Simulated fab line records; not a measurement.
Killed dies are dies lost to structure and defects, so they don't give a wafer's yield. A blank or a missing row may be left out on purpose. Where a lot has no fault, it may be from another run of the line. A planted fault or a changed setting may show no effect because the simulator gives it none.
Which tool was responsible?    flow gf180mcu    10 lots with 30 wafers sampled at 5 steps, on a route of 602 steps

== WHAT THE GAUGES READ, wafer by wafer ==
GF_V2_OVL_MEAS_15.
lot   measured      on          V2_OVL (nm)
L755  day 21 18:11  overlay-02  4 -3 -1
L754  day 21 22:52  overlay-02  2 2 3
L756  day 22 06:05  overlay-01  2 -1 8
L757  day 22 15:50  overlay-02  10 5 4
L758  day 23 01:41  overlay-02  -3 2 6
L759  day 23 02:38  overlay-01  11 4 7
L766  day 25 17:52  overlay-01  7 -2 4
L768  day 26 05:08  overlay-02  5 3 10
L772  day 27 06:30  overlay-02  -4 2 -7
L773  day 27 14:47  overlay-01  10 4 6

GF_V3_THK_MEAS_01.
lot   measured      on             V3_CVD_00_THK (nm)
L755  day 22 19:41  film_metro-03  605 598 596
L754  day 23 00:41  film_metro-02  588 587 574
L756  day 23 07:39  film_metro-03  581 585 590
L757  day 23 16:20  film_metro-02  598 587 592
L758  day 24 03:10  film_metro-01  608 609 610
L759  day 24 04:08  film_metro-03  587 574 591
L766  day 26 16:59  film_metro-01  602 590 601
L768  day 27 04:27  film_metro-02  597 609 597
L772  day 28 05:28  film_metro-01  592 598 594
L773  day 28 13:08  film_metro-03  603 608 604

GF_V3_RS_MEAS_24: measurement is done with a four-point probe.
lot   measured      on             V3_W_RS (ohm/sq)
L755  day 23 19:28  film_metro-02  0.328 0.329 0.330
L754  day 24 01:16  film_metro-02  0.331 0.332 0.329
L756  day 24 06:55  film_metro-02  0.327 0.329 0.331
L757  day 24 16:02  film_metro-01  0.333 0.338 0.330
L758  day 25 02:13  film_metro-02  0.331 0.334 0.329
L759  day 25 03:47  film_metro-02  0.335 0.331 0.334
L766  day 27 14:20  film_metro-01  0.323 0.400 0.323
L768  day 28 01:48  film_metro-03  0.407 0.326 0.404
L772  day 29 02:44  film_metro-02  0.326 0.328 0.328
L773  day 29 10:34  film_metro-03  0.334 0.333 0.333

GF_V3_THK_MEAS_25: measures by xrf.
lot   measured      on             V3_W_THK (nm)
L755  day 23 19:34  film_metro-02  367 367 365
L754  day 24 01:21  film_metro-02  359 357 363
L756  day 24 07:01  film_metro-02  362 364 358
L757  day 24 16:09  film_metro-01  352 347 355
L758  day 25 02:20  film_metro-02  359 357 361
L759  day 25 03:53  film_metro-02  356 358 356
L766  day 27 14:27  film_metro-01  369 297 369
L768  day 28 01:55  film_metro-03  293 361 294
L772  day 29 02:49  film_metro-02  367 365 365
L773  day 29 10:40  film_metro-03  357 355 355

== WHICH TOOL RAN EACH LOT (tool, then ch and the chambers of the sampled wafers, then the start) ==
lot   GF_V3_CVD_23
L755  cvd_w-01 ch 0,1, day 23 19:20
L754  cvd_w-01 ch 0,1, day 24 01:08
L756  cvd_w-01 ch 0,1, day 24 06:49
L757  cvd_w-02 ch 0,1, day 24 15:55
L758  cvd_w-02 ch 0,1, day 25 02:07
L759  cvd_w-01 ch 0,1, day 25 03:40
L766  cvd_w-01 ch 0,1, day 27 14:13
L768  cvd_w-01 ch 0,1, day 28 01:40
L772  cvd_w-02 ch 0,1, day 29 02:36
L773  cvd_w-02 ch 0, day 29 10:26
- GF_V3_CVD_23: deposits W, target thk 350 nm, time 104.9 s.

== AS READ BY THE TOOLS THEMSELVES (means over the sampled wafers that have a number; for cases with no such wafer, the mark the record gives instead) ==
GF_V3_CVD_23.
lot   tool      heater_power_w (W)  susceptor_temp_C (C)
L755  cvd_w-01  921                 400.13
L754  cvd_w-01  926                 399.66
L756  cvd_w-01  930                 400.12
L757  cvd_w-02  946                 400.03
L758  cvd_w-02  856                 400.05
L759  cvd_w-01  948                 399.96
L766  cvd_w-01  918                 396.01
L768  cvd_w-01  886                 392.08
L772  cvd_w-02  957                 399.99
L773  cvd_w-02  801                 399.88

== THE ANSWER, worked out from the rows above alone ==
Rule: the lots themselves supply what counts as usual. The widest of any qualifying gaps counts: lots, ordered by their means at a reading, are off when they make up no more than a third of the lots, leave a main group of 4 or more, and stand apart from it by 3 or more times the standard deviation of that group's means. The tables above print the reading to a certain number of digits; a main group whose means all agree to those digits is not used. A lot without any number at a reading at which 4 lots or more have one is off too. All remaining lots with rows at the step are treated as sound. After the gauges, taken in route order, come the tools' own readings; for these a lot's mean is taken, as printed above. At the first step where some lot is off, the reading lying furthest off is the one used; lots without a number count as furthest.
Off: at GF_V3_RS_MEAS_24 (V3_W_RS), L766, L768. For the main group the mean is 0.331 ohm/sq and the standard deviation 0.0022.
A tool fits if, at a process step before that reading, it ran every lot that is off, and no sound lot after the first of them. Not tried: the gauges at GF_V3_RS_MEAS_24; whatever is off there is also off at GF_V3_CVD_23, on other tools, and gauge error can't account for it. One candidate fits, namely cvd_w-01 at GF_V3_CVD_23. Its last sound lot is L759 (day 25 03:40), its first lot that is off L766 (day 27 14:13): a fault that began between those two fits.
The tool's own readings at GF_V3_CVD_23 bear it out: on the lots that are off they differ by more than 5 times the standard deviation of the sound lots' means. susceptor_temp_C reads 394.04 C there against 399.98 C on the sound lots.

== WHAT WAS PUT IN BY THE SIMULATOR ==
cvd_w-01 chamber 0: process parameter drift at GF_V3_CVD_23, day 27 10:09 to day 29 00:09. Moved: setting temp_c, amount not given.
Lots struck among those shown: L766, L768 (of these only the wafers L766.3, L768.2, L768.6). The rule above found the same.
